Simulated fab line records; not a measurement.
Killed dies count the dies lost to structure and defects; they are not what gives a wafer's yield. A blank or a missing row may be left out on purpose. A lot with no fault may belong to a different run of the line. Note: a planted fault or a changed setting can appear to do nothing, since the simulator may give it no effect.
8D (eight disciplines) problem report, filled in by code    flow gf180mcu    the parts of the form that need people (team, actions taken, sign-off) are left out

1. WHAT IS WRONG
Wafers free of any fault read 0.3309 ohm/sq (standard deviation 0.0028) for V4_W_RS at GF_V4_RS_MEAS_24, against a mean of 0.9006 ohm/sq on 3 wafers of 2 lots. So: +99 or more standard deviations from the usual mean.
The step: measures by four-point-probe.
First observed at day 27 14:41: wafer L102.2, on film metro-01. The record holds 33 wafers of 11 lots with a number at this step. The rule behind "out" and "out of limits": a value lying over 4 standard deviations away from the usual mean. The rest of the wafers with a number are treated as sound.

2. WHAT IT IS AND WHAT IT IS NOT
question                     is                            is not
which readings at this step  V4_W_RS                       -
which lots                   L102, L104                    L103, L108, L112, L114, L116, L993, L994, L995, L997
which wafers of those lots   L102.2, L104.1, L104.4        L102.3, L102.6, L104.3
read on which gauges         film metro-01, film metro-02  film metro-03
when                         from day 27 14:41             up to then (14 sound wafers); but 16 sound wafers of L103, L104, L108, L112, L114, L116 came after

3. SUSPECTS, AND WHAT RULES EACH OUT
Counting: if a tool at a process step up to the reading ran every lot that is out, it stays a suspect. Sound lots after the first of them don't rule it out here, since some wafers of a struck lot are sound.
- the gauge at GF_V4_RS_MEAS_24: ruled out. 2 gauges (film metro-01, film metro-02) read the wafers that are out.
- cvd w-01 at GF_V4_CVD_23 (deposits W, target thk 350 nm, time 104.9 s): kept. Every lot that is out went through it, the first being L102 (day 27 14:34); the last sound lot it ran before that was L993 (day 24 16:23).
The count leaves cvd w-01 at GF_V4_CVD_23.

4. THE CAUSE (what the simulator had put in)
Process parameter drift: cvd w-01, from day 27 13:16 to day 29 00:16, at GF_V4_CVD_23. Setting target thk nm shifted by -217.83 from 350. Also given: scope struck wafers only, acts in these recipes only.
The count eliminated every tool but this one.

5. THE EFFECT CHAIN, in route order
Each row: a reading where the mean over the struck wafers with a number is more than 3 standard deviations away from the usual. Scope: only readings with a usual standard deviation given in the record; hours: median across lots of the time from each lot's start at the first step in this table that gives one to its start at this step; sigmas: change in usual standard deviations.
hours  step               reading             usual          on struck wafers  change   sigmas
0      GF_V4_RS_MEAS_24   V4_W_RS             0.3309 ohm/sq  0.9006            +0.5697  +99 or more
0      GF_V4_THK_MEAS_25  V4_W_THK            350 nm         130               -220     -55
0      GF_V4_CMP_26       time to endpoint s  82 s           32                -50      -16
Process steps it contains:
- GF_V4_CMP_26: polishes, stops on SiO2, t overpolish 15 s, target thk 0 nm.

6. WHAT WOULD HAVE CAUGHT IT SOONER
In this record the first reading out of limits at a measuring or inspecting step was taken at day 27 14:41, 1 hour after the fault began at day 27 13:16.
Of the tool readings at GF_V4_CVD_23 for which the record gives a usual standard deviation, none was out on any struck wafer, so an alarm limit of 4 standard deviations on them would not have fired.
L104, from the lots that are out (2), started GF_V4_CVD_23 on cvd w-01 later than day 27 14:41. A tool hold placed at that time would have kept it from harm.
